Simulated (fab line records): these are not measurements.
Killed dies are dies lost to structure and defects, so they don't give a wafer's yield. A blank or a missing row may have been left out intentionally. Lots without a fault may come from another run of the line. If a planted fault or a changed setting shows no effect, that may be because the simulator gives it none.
Problem report in the 8D (eight disciplines) form, filled by code ; flow gf180mcu ; the parts of the form that need people (team, actions taken, sign-off) are left out

1. WHAT IS WRONG
chamber-pressure-mTorr at GF_M1_STRIP_17 reads a mean of 1800.1 mTorr on 9 wafers of 3 lots; wafers without a fault read 1500.1 mTorr with a standard deviation of 1.4. So: +99 or more standard deviations from the usual mean.
The step: strips in O2/N2.
First observed at day 20 22:14: wafer L952.2, on plasma-asher-03. The record holds 36 wafers of 12 lots with a number at this step. Rule for "out" (also "out of limits"): further than 4 standard deviations from the usual mean. All remaining wafers that have a number are taken as sound.

2. WHAT IT IS AND WHAT IT IS NOT
question;is;is not
which readings at this step;chamber-pressure-mTorr, strip-time-to-endpoint-s;drypump-motor-current-A, heater-power-w
which lots;L952, L953, L954;L943, L944, L945, L946, L947, L959, L963, L964, L965
which wafers of those lots;all that have a number;-
read on which tools;plasma-asher-03;plasma-asher-02
when;from day 20 22:14;"up to then (15 sound wafers); but 12 sound wafers of L959, L963, L964, L965 came after"

3. SUSPECTS, AND WHAT RULES EACH OUT
Counting: a tool at any process step up to the reading remains a suspect when it ran all the lots that are out and ran no sound lot after the first of those.
- plasma-asher-03 at GF_M1_STRIP_17 (strips in O2/N2): ruled out as a lasting fault. Following L952 (day 20 22:14), the first lot on it that is out, the sound lots L964 were run on it.
Left after counting: nothing in the record.

4. THE CAUSE (what the simulator had put in)
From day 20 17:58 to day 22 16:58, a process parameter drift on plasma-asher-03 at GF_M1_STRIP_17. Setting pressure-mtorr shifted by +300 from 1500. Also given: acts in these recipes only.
Counting ruled it out, wrongly.

5. SEQUENCE OF EFFECTS, ordered by route
Rows list readings where the struck wafers' mean (over those with a number) sits beyond 3 standard deviations from the usual. Only readings whose record carries a usual standard deviation are examined. hours: median over the lots of the time between each lot's start at the first step of this table that gives one and its start at this step. sigmas: the change, counted in usual standard deviations.
hours;step;reading;usual;on struck wafers;change;sigmas
0;GF_M1_STRIP_17;chamber-pressure-mTorr;1500.1 mTorr;1800.1;+300.0;+99 or more
0;GF_M1_STRIP_17;strip-time-to-endpoint-s;7.90 s;7.62;-0.28;-7.2
Process steps it contains:
- GF_M1_STRIP_17: strips in O2/N2.

6. WHAT WOULD HAVE CAUGHT IT SOONER
In this record the first reading out of limits was taken at day 20 22:14, 4 hours after the fault began at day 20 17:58.
